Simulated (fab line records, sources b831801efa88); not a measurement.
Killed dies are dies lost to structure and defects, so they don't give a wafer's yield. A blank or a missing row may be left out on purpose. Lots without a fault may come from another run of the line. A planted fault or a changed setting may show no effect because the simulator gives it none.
Problem report in the 8D (eight disciplines) form, filled by code | flow sky130 | the parts of the form that need people (team, actions taken, sign-off) are left out

1. THE PROBLEM
LI_CONTACT_HDPCVD_THK at SKY_LI_CONTACT_THK_MEAS_01 reads a mean of 1206 nm on 6 wafers of 2 lots; wafers without a fault read 935 nm with a standard deviation of 10. That is +27 standard deviations from the usual mean.
First seen on wafer L346.1, day 33 13:59, on film_metro-03. The record holds 42 wafers of 14 lots with a number at this step. Rule for "out", or "out of limits": more than 4 standard deviations from the usual mean. The other wafers with a number count as sound.

2. WHAT IT IS AND WHAT IT IS NOT
question                    | is                           | is not
which readings at this step | LI_CONTACT_HDPCVD_THK        | -
which lots                  | L346, L348                   | L329, L330, L331, L332, L333, L334, L335, L336, L337, L338, L349, L350
which wafers of those lots  | all that have a number       | -
read on which gauges        | film_metro-03, film_metro-04 | film_metro-01
when                        | from day 33 13:59            | up to then (30 sound wafers); but 6 sound wafers of L349, L350 came after

3. SUSPECTS, AND WHAT RULES EACH OUT
Counting: a tool at a process step up to the reading stays a suspect if it ran every lot that is out and no sound lot after the first of them.
- the gauge at SKY_LI_CONTACT_THK_MEAS_01: ruled out. The wafers that are out were read on 2 gauges (film_metro-03, film_metro-04).
- hdpcvd-02 at SKY_LI_CONTACT_HDPCVD_00 (deposits PSG, target thk 930 nm, time 155 s): kept. It ran every lot that is out, first L346 (day 33 13:53), and no sound lot after that; its last sound lot up to then is L338 (day 31 01:36).
Left after counting: hdpcvd-02 at SKY_LI_CONTACT_HDPCVD_00.

4. THE CAUSE (what the simulator had put in)
Process parameter drift: hdpcvd-02, from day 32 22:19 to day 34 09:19, at SKY_LI_CONTACT_HDPCVD_00. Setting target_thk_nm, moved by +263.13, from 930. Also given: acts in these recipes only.
Counting left only this tool.

5. THE CHAIN OF EFFECTS, in route order
Each row: a reading whose mean over the struck wafers that have a number lies more than 3 standard deviations from the usual. Only readings for which the record gives a usual standard deviation are gone through. hours: the time from each lot's start at the first step in this table that gives one to its start at this step, as a median over the lots. sigmas: the change in usual standard deviations.
hours | step                       | reading               | usual  | on struck wafers | change | sigmas
0     | SKY_LI_CONTACT_THK_MEAS_01 | LI_CONTACT_HDPCVD_THK | 935 nm | 1206             | +271   | +27
0     | SKY_LI_CONTACT_CMP_02      | time_to_endpoint_s    | 32 s   | 59               | +27    | +8.7
The process steps in it:
- SKY_LI_CONTACT_CMP_02: polishes PSG.

6. WHAT WOULD HAVE CAUGHT IT SOONER
In this record the first reading out of limits at a measuring or inspecting step was taken at day 33 13:59, 16 hours after the fault began at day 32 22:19.
Of the lots that are out (2), L348 began SKY_LI_CONTACT_HDPCVD_00 on hdpcvd-02 after day 33 13:59. A hold on the tool at that time would have spared it.
